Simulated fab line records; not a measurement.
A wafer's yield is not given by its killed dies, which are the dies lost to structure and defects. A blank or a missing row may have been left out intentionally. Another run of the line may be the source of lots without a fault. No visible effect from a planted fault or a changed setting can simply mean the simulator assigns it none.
Chamber matching ; flow sky130 ; 4 sister chambers for SKY_FIELD_ISO_ETCH_17 on rie si-02
The step etches Si in HBr/Cl2/O2, target depth 342 nm, time 97.7 s. 8 wafers are shown with their chamber, then 7 later ones without.

WAFERS WITH THEIR CHAMBER
wafer;chamber;drypump motor current A (A);oes product au (a.u.)
L872.1;0;6.05;1.002
L872.2;3;5.98;1.008
L872.4;2;5.97;1.015
L876.4;3;5.93;1.004
L876.5;0;6.06;1.011
L876.6;1;5.98;1.010
L882.3;2;5.96;0.999
L882.5;1;5.99;1.018

WAFERS WITHOUT THEIR CHAMBER
wafer;drypump motor current A (A);oes product au (a.u.)
L882.6;5.93;1.009
L883.2;5.93;1.002
L883.3;5.92;1.004
L883.4;6.08;1.011
L885.2;6.00;0.998
L885.4;5.91;0.996
L885.6;6.06;1.012

EACH ONE'S CHAMBER
wafer;from the rows above;in truth
L882.6;can't be placed: 3 or 2 or 1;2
L883.2;can't be placed: 3 or 2 or 1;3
L883.3;can't be placed: 3 or 2 or 1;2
L883.4;0;0
L885.2;can't be placed: 2 or 1 or 3 or 0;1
L885.4;can't be placed: 3 or 2 or 1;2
L885.6;0;0
Placed correctly: 2 of 7. Unplaceable from these rows: 5, with the true chamber sitting among the candidates in 5. 0 placed wrongly.
How it was worked out, from the rows above alone: a wafer's distance from a chamber is the root of the sum, over the readings, of the square of ((its reading less the chamber's mean) divided by the reading's scatter). If the next closest chamber is less than 2 further off than the closest, the wafer can't be placed; otherwise it belongs to the closest. A chamber's mean is the mean of its shown wafers. How the scatter is found: for the shown wafers, subtract from each reading the mean of its chamber, square and add these, divide the total by (wafers less chambers), then take the root.
